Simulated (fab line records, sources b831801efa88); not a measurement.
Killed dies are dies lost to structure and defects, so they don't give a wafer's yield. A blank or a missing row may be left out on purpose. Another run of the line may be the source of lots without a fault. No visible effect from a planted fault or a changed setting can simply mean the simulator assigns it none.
The tool behind it: which one? | flow sky130 | 33 wafers from 11 lots sampled at 2 of the route's 708 steps

## WHAT THE GAUGES READ, wafer by wafer
SKY_METAL4_OVL_MEAS_14.
lot  | measured     | on         | METAL4_OVL (nm)
L210 | day 41 18:57 | overlay-01 | 1 4 10
L212 | day 42 10:09 | overlay-01 | -1 -4 3
L213 | day 42 19:59 | overlay-02 | -5 -6 -8
L214 | day 43 07:27 | overlay-01 | 10 15 10
L216 | day 43 17:17 | overlay-02 | -3 2 -1
L219 | day 44 20:09 | overlay-02 | 6 6 9
L220 | day 44 19:43 | overlay-02 | 6 -1 5
L222 | day 45 13:18 | overlay-01 | 1 10 4
L223 | day 45 20:09 | overlay-01 | -7 -9 -6
L224 | day 46 05:48 | overlay-01 | -1 3 1
L232 | day 47 20:18 | overlay-02 | 16 13 7

## WHAT TOOL EACH LOT RAN ON (gives the tool, then ch and the chambers of the sampled wafers, and finally the start)
lot  | SKY_METAL1_STRIP_21
L210 | wet_bench-01 ch 0, day 32 17:57
L212 | wet_bench-02 ch 0, day 33 11:11
L213 | wet_bench-01 ch 0, day 33 23:28
L214 | wet_bench-02 ch 3, day 34 13:44
L216 | wet_bench-04 ch 0, day 34 22:57
L219 | wet_bench-04 ch 1, day 36 04:24
L220 | wet_bench-04 ch 2, day 36 04:55
L222 | wet_bench-01 ch 3, day 37 05:39
L223 | wet_bench-04 ch 0, day 37 10:58
L224 | wet_bench-01 ch 2, day 37 22:59
L232 | wet_bench-02 ch 0, day 39 19:07
- SKY_METAL1_STRIP_21: strips in post etch residue remover, time 1200 s.

## AS READ BY THE TOOLS THEMSELVES (means over the sampled wafers that have a number; for cases with no such wafer, the mark the record gives instead)
The record holds no such reading with a usual standard deviation.

## THE ANSWER, worked out from the rows above alone
Rule: what is usual is taken from the lots themselves. The widest of any qualifying gaps counts: lots, ordered by their means at a reading, are off when they make up no more than a third of the lots, leave a main group of 4 or more, and stand apart from it by 3 or more times the standard deviation of that group's means. Not used: any main group whose means are identical at the precision the tables above print for the reading. A lot without any number at a reading at which 4 lots or more have one is off too. Where the step has rows for the other lots, those lots are counted as sound. Order of review: gauges by route order, followed by the tools' own readings, for which a lot's mean as printed above is used. The first step at which some lot is off is used, and at that step the reading that is off furthest; a lot without a number counts as furthest.
Nothing can be told from this: no lot is off at any reading shown.

## WHAT THE SIMULATOR PUT IN
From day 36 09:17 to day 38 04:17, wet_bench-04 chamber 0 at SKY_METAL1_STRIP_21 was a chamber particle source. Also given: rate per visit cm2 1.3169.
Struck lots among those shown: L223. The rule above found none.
